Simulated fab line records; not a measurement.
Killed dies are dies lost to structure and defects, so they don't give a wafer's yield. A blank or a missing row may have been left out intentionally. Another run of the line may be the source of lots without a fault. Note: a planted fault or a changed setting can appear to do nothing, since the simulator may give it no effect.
fab line records    flow sky130
record: lots: 5  wafers: 15  last-day: 50
route steps=708 shown CONTACT@412 PAD_OPEN@708
lots that met no fault: from a run of the same line without faults
start-h: start of the lot's first displayed wafer, in hours after the record's first day    wait-h: time in hours since the lot's previous step    " the same as in the row above    L1.1+2: a row that stands for several wafers    - no value present, or no start provided    * or withheld: withheld    < > ~ a bound
route shown NAME@n: NAME is a module with steps in the file, n the number in the route of the first one    usual: average and standard deviation across the fault-free wafers    same: alike in all rows    chamber/n: place in a boat    sites: readings site by site    _std_site: the standard deviation of these    _edge_site: outer sites' mean less inner sites'    radius-mm: for every site, how far away it sits from the centre of the wafer    mask NAME#n: copy n    behind: the most recent tool/chamber to have shaped the wafer    hold: cause of the lot's hold/its duration in hours/its outcome    device: which transistor (n, p or np) failed to switch    end of line: the tests these same wafers got at the end of their route    a step given without rows: its recipe and nothing more    killed: count of dies lost to structure and defects at first sort (not the wafer's yield)    map: a wafer's dies, x killed, . not, _ none there
set.NAME: the run value of the setting; set.NAME@STEP: its run value at that earlier step    model.NAME: the simulator's own value behind a step, which no gauge read
lots seen at some steps along the route; tables by step, rows by wafer
services: a tool's chamber out of use, with start hour (start-h, from the record's first day; less than 0 if before it), hours out, and reason
== steps ==
step: SKY_CONTACT_DEHYDRATE_06
recipe: temp-c: 200  time-s: 60
step: SKY_CONTACT_HMDS_07
recipe: prime-time-s: 60  prime-temp-c: 120
step: SKY_CONTACT_COAT_08
recipe: resist: BARC  temp-c: withheld  time-s: withheld  spin-rpm: 3000  resist-thk-nm: 60
step: SKY_CONTACT_COAT_09
recipe: resist: KrF-thick  spin-rpm: 3000  resist-thk-nm: 450
step: SKY_CONTACT_SOFTBAKE_10
recipe: temp-c: 100  time-s: 90  resist: KrF-thick
step: SKY_CONTACT_EXPOSE_11
recipe: mask-id: CTM1  na: 0.8  source-shape: annular  sigma-inner: 0.55  sigma-outer: 0.85  target-cd-nm: 170  dose-mj: 38
step: SKY_CONTACT_PEB_12
recipe: peb-temp-c: withheld  peb-time-s: withheld  resist: KrF-thick
step: SKY_CONTACT_DEVELOP_13
recipe: develop-time-s: 60  resist: KrF-thick  dev-temp-c: 21
step: SKY_CONTACT_CD_MEAS_14
recipe: target-cd-nm: 170
usual: cd-nm: 169.5/1.3
lot.wafer  tool       chamber  start-h  wait-h  cd-nm
L469.1     cd-sem-01  -        799.57   -       169.0
L469.3     "          -        "        "       169.3
L469.5     "          -        "        "       168.8
L471.1     cd-sem-01  -        813.50   -       170.5
L471.4     "          -        "        "       169.1
L471.6     "          -        "        "       169.7
L474.1     cd-sem-01  -        836.47   -       168.6
L474.3     "          -        "        "       169.1
L474.6     "          -        "        "       167.3
L476.2     cd-sem-02  -        872.77   -       169.7
L476.4     "          -        "        "       168.5
L476.6     "          -        "        "       169.7
L481.1     cd-sem-02  -        903.99   -       168.4
L481.3     "          -        "        "       167.6
L481.4     "          -        "        "       168.4
step: SKY_CONTACT_OVL_MEAS_15
usual: CONTACT_OVL: -1/6
lot.wafer  tool        chamber  start-h  wait-h  CONTACT_OVL[nm]
L469.1     overlay-01  -        799.69   0.1     1
L469.3     "           -        "        "       1
L469.5     "           -        "        "       0
L471.1     overlay-01  -        813.62   0.1     -7
L471.4     "           -        "        "       -5
L471.6     "           -        "        "       1
L474.1     overlay-01  -        836.59   0.1     9
L474.3     "           -        "        "       12
L474.6     "           -        "        "       8
L476.2     overlay-01  -        872.87   0.1     0
L476.4     "           -        "        "       1
L476.6     "           -        "        "       6
L481.1     overlay-01  -        904.11   0.1     11
L481.3     "           -        "        "       5
L481.4     "           -        "        "       0
step: SKY_CONTACT_ETCH_16
recipe: chemistry: N2/H2  target: BARC  ion-energy-ev: 200  source-w: 500  bias-w: 100  pressure-mtorr: 30  n2-flow-sccm: 100  h2-flow-sccm: 200  stop-on: SiO2  time-s: 45.9  target-depth-a: 600
usual: bias-w: 99.99/0.26  drypump-motor-current-A: 5.6/0.39  h2-flow-sccm: 200.0/0.6  oes-product-au: 0.854/0.0047  rf-fwd-power-W: 494.3/2.1  throttle-valve-pct: 13.226/0.009
lot.wafer  tool         chamber  start-h  wait-h  bias-w  drypump-motor-current-A  h2-flow-sccm  oes-product-au  rf-fwd-power-W  rf-hours-counter-h  throttle-valve-pct
L469.1     rie-diel-03  0        799.72   0.0     99.76   5.1                      200.6         0.849           494.3           5                   13.227
L469.3     "            1        "        "       100.25  5.7                      200.2         0.854           491.4           18                  13.222
L469.5     "            1        "        "       100.03  5.8                      199.9         0.847           491.6           -                   13.217
L471.1     rie-diel-01  2        813.65   0.0     100.39  5.1                      200.9         0.848           494.0           8                   13.225
L471.4     "            1        "        "       100.29  5.3                      199.6         0.855           494.6           14                  13.229
L471.6     "            0        "        "       100.44  5.2                      200.1         0.846           491.2           -                   13.232
L474.1     rie-diel-01  0        836.62   0.0     100.48  5.2                      200.6         0.857           491.7           14                  13.228
L474.3     "            3        "        "       99.88   5.9                      199.7         0.852           492.9           17                  13.226
L474.6     "            2        "        "       99.68   5.1                      200.0         0.863           493.9           -                   13.245
L476.2     rie-diel-04  2        872.90   0.0     99.34   5.5                      198.6         0.853           495.0           12                  13.217
L476.4     "            1        "        "       99.72   6.1                      200.8         0.853           498.1           21                  13.220
L476.6     "            0        "        "       99.85   5.5                      199.8         0.849           493.2           -                   13.232
L481.1     rie-diel-03  2        904.15   0.0     99.86   6.0                      199.1         0.858           492.4           5                   13.216
L481.3     "            3        "        "       100.39  5.9                      200.0         0.857           496.4           3                   13.226
L481.4     "            1        "        "       100.25  5.7                      199.3         0.852           495.0           22                  13.223
step: SKY_CONTACT_ETCH_17
recipe: target: SiO2  chemistry: C4F8/O2/Ar  stop-on: Si3N4  mask-material: KrF-thick  source-w: 1500  bias-w: 1200  pressure-mtorr: 40  c4f8-flow-sccm: withheld  O2_flow_sccm: 6  Ar_flow_sccm: 300  time-s: withheld  target-depth-a: 3400
usual: bias-w: 1200/3.2  oes-product-au: 0.892/0.0046  rf-fwd-power-W: 1487/5.6
lot.wafer  tool         chamber  start-h  wait-h  bias-w  oes-product-au  rf-fwd-power-W
L469.1     rie-diel-03  0        799.76   0.0     1200    0.893           1487
L469.3     "            1        "        "       1202    0.907           1483
L469.5     "            1        "        "       1206    0.885           1484
L471.1     rie-diel-01  2        813.70   0.0     1210    0.892           1484
L471.4     "            1        "        "       1194    0.892           1487
L471.6     "            0        "        "       1196    0.898           1476
L474.1     rie-diel-01  0        836.66   0.0     1206    0.888           1485
L474.3     "            3        "        "       1198    0.887           1489
L474.6     "            2        "        "       1210    0.890           1489
L476.2     rie-diel-04  2        872.95   0.0     1202    0.886           1483
L476.4     "            1        "        "       1198    0.889           1494
L476.6     "            0        "        "       1203    0.892           1483
L481.1     rie-diel-03  2        904.19   0.0     1197    0.892           1485
L481.3     "            3        "        "       1200    0.893           1482
L481.4     "            1        "        "       1199    0.897           1493
step: SKY_CONTACT_ETCH_18
recipe: target: Si3N4  chemistry: CHF3/O2  stop-on: TiN  source-w: 600  bias-w: 200  pressure-mtorr: 40  chf3-flow-sccm: 50  O2_flow_sccm: 5  time-s: 39  target-depth-a: 750
usual: bias-w: 200.0/0.58  drypump-motor-current-A: 5.6/0.39  oes-product-au: 0.853/0.0079  rf-fwd-power-W: 592.5/2.4  throttle-valve-pct: 8.793/0.0092
lot.wafer  tool         chamber  start-h  wait-h  bias-w  drypump-motor-current-A  oes-product-au  rf-fwd-power-W  rf-hours-counter-h  throttle-valve-pct  model.KrF-thick_of_CONTACT_COAT_09.thk-nm  model.TiN_of_LOCAL_INTERCONNECT_SPUTTER_00.thk-nm
L469.1     rie-diel-03  0        799      -       199.5   5.1                      0.854           593.5           5                   8.791               240.2                                      100.2
L469.3     "            1        "        "       381.2   5.7                      0.855           592.9           18                  8.781               224                                        98.76
L469.5     "            1        "        "       381.3   5.7                      0.858           589.9           -                   8.793               224.1                                      97.49
L471.1     rie-diel-01  2        813      -       200.4   5.2                      0.853           594.2           8                   8.799               247.3                                      99.94
L471.4     "            1        "        "       200.1   5.2                      0.866           594.6           14                  8.795               240.6                                      100.8
L471.6     "            0        "        "       199.8   5.1                      0.858           589.3           -                   8.791               246.4                                      99.63
L474.1     rie-diel-01  0        836      -       200.2   5.1                      0.844           588.8           14                  8.788               242.9                                      98.87
L474.3     "            3        "        "       200.3   5.9                      0.853           593.0           17                  8.791               243.7                                      98.38
L474.6     "            2        "        "       199.2   5.1                      0.856           591.0           -                   8.806               246.7                                      99.78
L476.2     rie-diel-04  2        872      -       200.4   5.5                      0.849           591.0           13                  8.806               241                                        98.59
L476.4     "            1        "        "       199.8   6.1                      0.858           595.8           21                  8.788               244.9                                      99.77
L476.6     "            0        873      -       200.5   5.5                      0.871           594.2           -                   8.789               242.5                                      100.1
L481.1     rie-diel-03  2        904      -       199.3   6.0                      0.856           590.6           5                   8.802               241                                        99.96
L481.3     "            3        "        "       200.0   5.9                      0.862           595.5           3                   8.789               246.4                                      101.3
L481.4     "            1        "        "       199.6   5.7                      0.860           591.3           22                  8.805               245.9                                      100.8
step: SKY_CONTACT_STRIP_19
recipe: chemistry: O2/N2  power-w: 1400  pressure-mtorr: 1500  platen-temp-c: withheld  o2-flow-sccm: 3000  n2-flow-sccm: 300  overash-fraction: 0.5
usual: drypump-motor-current-A: 5.7/0.52  oes-product-au: 0.381/0.0044  strip-time-to-endpoint-s: 3.62/0.03
lot.wafer  tool             chamber  start-h  wait-h  drypump-motor-current-A  oes-product-au  rf-hours-counter-h  strip-time-to-endpoint-s
L469.1     plasma-asher-01  0        799.85   -       6.7                      0.380           6                   3.59
L469.3     "                0        "        "       6.7                      0.376           -                   3.40
L469.5     "                0        "        "       6.7                      0.374           -                   3.43
L471.1     plasma-asher-03  1        813.79   -       5.3                      0.381           38                  3.65
L471.4     "                1        "        "       5.3                      0.383           -                   3.58
L471.6     "                1        "        "       5.3                      0.382           -                   3.65
L474.1     plasma-asher-04  1        836.75   -       5.3                      0.387           102                 3.62
L474.3     "                1        "        "       5.3                      0.383           -                   3.61
L474.6     "                1        "        "       5.3                      0.384           -                   3.67
L476.2     plasma-asher-04  1        873.04   -       5.3                      0.379           106                 3.61
L476.4     "                1        "        "       5.3                      0.381           -                   3.64
L476.6     "                0        "        "       5.3                      0.378           -                   3.61
L481.1     plasma-asher-04  0        904.28   -       5.4                      0.379           109                 3.61
L481.3     "                0        "        "       5.3                      0.387           -                   3.67
L481.4     "                1        "        "       5.3                      0.382           -                   3.66
step: SKY_CONTACT_STRIP_20
recipe: chemistry: post-etch-residue-remover  time-s: 1200  temp-c: 72.5
step: SKY_PAD_OPEN_PROBE_99
usual: killed_at_M0_to_M3: 44/7.2  killed_at_M4_up: 3.1/1.7  killed-at-contacts: 24/5.2  killed-at-front-end: 15/4.1  killed-at-other: 0.3/0.61  killed-dies: 87/10  killed-on-rim: 17/3.8  killed-open: 48/7.5  killed-short: 39/6.6
same: gross-dies: 492  killed-at-back-side: 0
lot.wafer  tool       chamber  start-h  wait-h  killed_at_M0_to_M3  killed_at_M4_up  killed-at-contacts  killed-at-front-end  killed-at-other  killed-dies  killed-on-rim  killed-open  killed-short
L481.1     prober-01  -        1196.09  0.1     66                  6                33                  12                   0                117          20             70           47
L481.3     prober-01  -        1196.19  0.2     45                  4                21                  19                   2                91           16             50           40
L481.4     prober-01  -        1196.24  0.2     57                  4                28                  6                    0                95           18             44           51
killed by level:class
L481.1 VIA1:geometric-particle:open=22 VIA3:geometric-particle:open=10 CONTACT:geometric-particle:open=10 LI_CONTACT:geometric-particle:open=9 LOCAL_INTERCONNECT:geometric-particle:short=6 VIA2:geometric-particle:open=6 METAL2:geometric-particle:short=6 CONTACT:geometric-particle:short=5
L481.3 METAL1:geometric-particle:short=12 VIA1:geometric-particle:open=9 LI_CONTACT:geometric-particle:open=7 FIELD_ISO:geometric-particle:open=6 VIA2:geometric-particle:open=6 CONTACT:geometric-particle:open=5 VIA3:geometric-particle:open=5 FIELD_ISO:geometric-particle:short=3
L481.4 VIA1:geometric-particle:short=8 VIA3:geometric-particle:open=8 LI_CONTACT:geometric-particle:open=7 CONTACT:geometric-particle:open=7 VIA1:geometric-particle:open=7 METAL1:geometric-particle:short=7 VIA2:geometric-particle:open=7 CONTACT:geometric-particle:short=6
== services ==
tool             chamber  start-h  hours  kind
plasma-asher-04  -        779.03   14.6   pm
rie-diel-03      3        783.43   -      clean
rie-diel-03      3        783.43   26.2   scheduled-down
rie-diel-03      3        783.43   26.2   vent-cycle
rie-diel-01      1        800.78   4.7    repair
== key ==
first-sign: step: SKY_CONTACT_ETCH_18  reading: bias-w  direction: up  sigmas: 99+  usual: 200.0  struck: 381.3
effect: step: SKY_CONTACT_STRIP_19  reading: strip-time-to-endpoint-s  direction: down  sigmas: 6.6  usual: *  struck: *
model-effect: step: SKY_CONTACT_ETCH_18  value: KrF-thick_of_CONTACT_COAT_09.thk-nm  without: 245.5  struck: 224.1
met-at SKY_CONTACT_ETCH_18
struck-wafers L469.3,L469.5
tester-left-out L469
fault: kind: process-parameter-drift  tool: rie-diel-03  chamber: 1  onset-h: 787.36  steps: SKY_CONTACT_ETCH_18  channel: bias-w  offset: 181.18  shape: step  end-h: 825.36  acts-in: these-recipes-only  stated: 200
tester-left-out: of these lots the tester's yield and bins aren't shown, on N5 and GAA mostly nor the transistor test; their killed dies are dies lost to structure and defects alone, not to doping, threshold or leakage, so they don't give the yield
